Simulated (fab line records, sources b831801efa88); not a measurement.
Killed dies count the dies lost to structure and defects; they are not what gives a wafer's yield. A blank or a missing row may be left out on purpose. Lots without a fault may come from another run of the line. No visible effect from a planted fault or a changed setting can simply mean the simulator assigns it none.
The same fault as seen by 2 desks	flow gf180mcu	numbers are kept per desk, each desk with only its own; the story behind them comes last

## DESK OF THE TOOL OWNER: pvd-sputter-01
The tool's own readings at GF_MIM_SPUTTER_02 (material AlCu, target thk 450 nm, time 23.9 s): means of the sampled wafers that have a number, for each lot that ran on this tool. The brackets show how far a lot's mean lies from the usual mean; more than 4 standard deviations puts the lot out of limits, marked OUT.
Columns: A = cathode-dc-power-W at GF_MIM_SPUTTER_02, usual 10600 W; B = chamber-pressure-pa at GF_MIM_SPUTTER_02, usual 0.4001 Pa; C = throttle-valve-pct at GF_MIM_SPUTTER_02, usual 30.2 %
lot	first seen here	A	B	C
L257	day 25 04:59	10599	0.3998	29.9
L258	day 25 11:02	10600	0.4005	30.0
L271	day 29 12:41	10601	0.4001	29.9
L275	day 30 13:46	10601	0.3997	30.2
L278	day 31 12:01	10599	0.4003	30.1
This desk's verdict: no lot among the 5 shows anything out of limits.

## METROLOGY DESK
Means of the sampled wafers that have a number, per lot and without regard to the tool the lot ran on: this is what the gauges read. The brackets show how far a lot's mean lies from the usual mean; more than 4 standard deviations puts the lot out of limits, marked OUT.
Columns: A = cd-nm at GF_M4_CD_MEAS_14, usual 280.2 nm; B = V4_CVD_02_THK at GF_V4_THK_MEAS_03, usual 851 nm
lot	first seen here	A	B
L255	day 23 06:23	279.9	855
L257	day 24 04:11	279.6	844
L258	day 24 10:16	281.0	848
L259	day 24 19:11	278.8	859
L262	day 25 22:04	280.3	861
L266	day 27 04:47	279.2	857
L267	day 27 10:49	280.4	848
L270	day 28 10:32	279.3	848
L271	day 28 14:29	280.3	838
L273	day 29 06:53	279.7	849
L275	day 29 15:46	277.2	854
L276	day 30 01:44	279.9	851
L277	day 30 07:23	281.4	860
L278	day 30 14:44	280.6	850
This desk's verdict: no lot among the 14 shows anything out of limits.

## PUT TOGETHER
Nothing out of limits was seen by the tool owner's desk.
From the metrology desk's view, nothing was out of limits.

## WHAT THE SIMULATOR PUT IN
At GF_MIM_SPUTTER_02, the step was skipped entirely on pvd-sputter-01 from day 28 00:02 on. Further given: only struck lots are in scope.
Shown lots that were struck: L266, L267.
